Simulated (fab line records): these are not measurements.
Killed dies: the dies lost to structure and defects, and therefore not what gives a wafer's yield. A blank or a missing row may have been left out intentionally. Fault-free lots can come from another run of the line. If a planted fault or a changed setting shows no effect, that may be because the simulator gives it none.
A lot that was struck, set against a sound lot -- flow sky130 -- 15 steps out of a route of 708
Sound: the wafers L402.2, L402.3, L402.5. Wafers L415.1, L415.2, L415.5 were the ones struck. The cause comes at the end.
For every step that has rows: the tool of each side, followed by ch and its chambers, followed by its first start. Under that, the readings that differ: sound wafers -- struck wafers -- difference of the means -- sigmas: that difference in standard deviations of wafers without a fault.
alike: words and numbers the same on both sides, and readings whose means are apart by under 2 such deviations; not compared: readings that were withheld, readings missing a value for some wafer, numbers with overlapping values and no deviation given by the record, and bounds like >300 which may hide the same value.
A row with sigmas, a row that says differs or no value, or rows on one side alone: a step with any of these is where the two part. When numbers do not overlap yet have no deviation, they are printed without sigmas and do not part them. A reading missing from all wafers of one side parts the sides only when that side holds two or more wafers.

first, 1 step without rows for these wafers: SKY_LDD_N_IMPLANT_15.
SKY_LDD_N_STRIP_16: strips in O2/N2.
  sound on plasmaAsher-03 ch 0,1, day 20 05:35; struck on plasmaAsher-03 ch 0,1, day 24 19:56
  alike: drypumpMotorCurrentA, oesProductAu, stripTimeToEndpointS
  not compared: rfHoursCounterH
SKY_LDD_N_TW_MEAS_17:
  sound on filmMetro-04, day 20 05:41; struck on filmMetro-03, day 24 20:02
  alike: LDD_N_TW
then, 7 steps without rows for these wafers: SKY_LDD_P_DEHYDRATE_00 (time 60 s); SKY_LDD_P_HMDS_01 (prime time 60 s); SKY_LDD_P_COAT_02 (resist thk 1140 nm); SKY_LDD_P_SOFTBAKE_03 (time 60 s); SKY_LDD_P_EXPOSE_04 (exposes mask PSDM, target cd 380 nm); SKY_LDD_P_PEB_05; SKY_LDD_P_DEVELOP_06 (develop time 60 s).
SKY_LDD_P_CD_MEAS_07: the cd target is 380 nm.
  sound on cdSem-02, day 21 12:22; struck on cdSem-02, day 26 01:28
  alike: cdNm
SKY_LDD_P_OVL_MEAS_08:
  sound on overlay-02, day 21 12:28; struck on overlay-02, day 26 01:35
  alike: LDD_P_OVL
SKY_LDD_P_IMPLANT_09:
  sound on implanter-04 ch 0, day 21 12:32; struck on implanter-02 ch 0, day 26 01:38
reading,sound,struck,difference,sigmas
beamEnergyKeV,24.999 25.003 25.007,26.565 26.577 26.553,+1.562,+99 or more
model.implant.rpNm (nm),20.96 20.96 20.96,21.52 21.52 21.52,+0.56,
model.implant.drpNm (nm),11.41 11.41 11.41,11.91 11.91 11.91,+0.50,
  alike: beamOnS
SKY_LDD_P_STRIP_10: strips in O2/N2.
  sound on plasmaAsher-01 ch 0,1, day 21 12:39; struck on plasmaAsher-03 ch 0,1, day 26 01:47
  alike: drypumpMotorCurrentA, oesProductAu, stripTimeToEndpointS
  not compared: rfHoursCounterH
-- a jump in the record: the struck wafers' starts before and after are 24 days apart (it breaks off in module LDD_P and resumes in module PAD_OPEN, where the first step shown is number 708 of the route) --
SKY_PAD_OPEN_PROBE_99:
  sound on prober-02, day 47 07:36; struck on prober-02, day 50 04:24
  alike: killed_at_M0_to_M3, killed_at_M4_up, killedAtContacts, killedAtFrontEnd, killedAtOther, killedDies, killedOnRim, killedOpen, killedShort

## WHERE THEY PART
At SKY_LDD_P_IMPLANT_09 and nowhere else, as far as this record goes. Later steps at which nothing parts them and some readings are alike: SKY_LDD_P_STRIP_10, SKY_PAD_OPEN_PROBE_99.

WHY: whatever the simulator had introduced
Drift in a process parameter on implanter-02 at SKY_LDD_P_IMPLANT_09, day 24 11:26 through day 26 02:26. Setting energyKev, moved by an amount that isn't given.
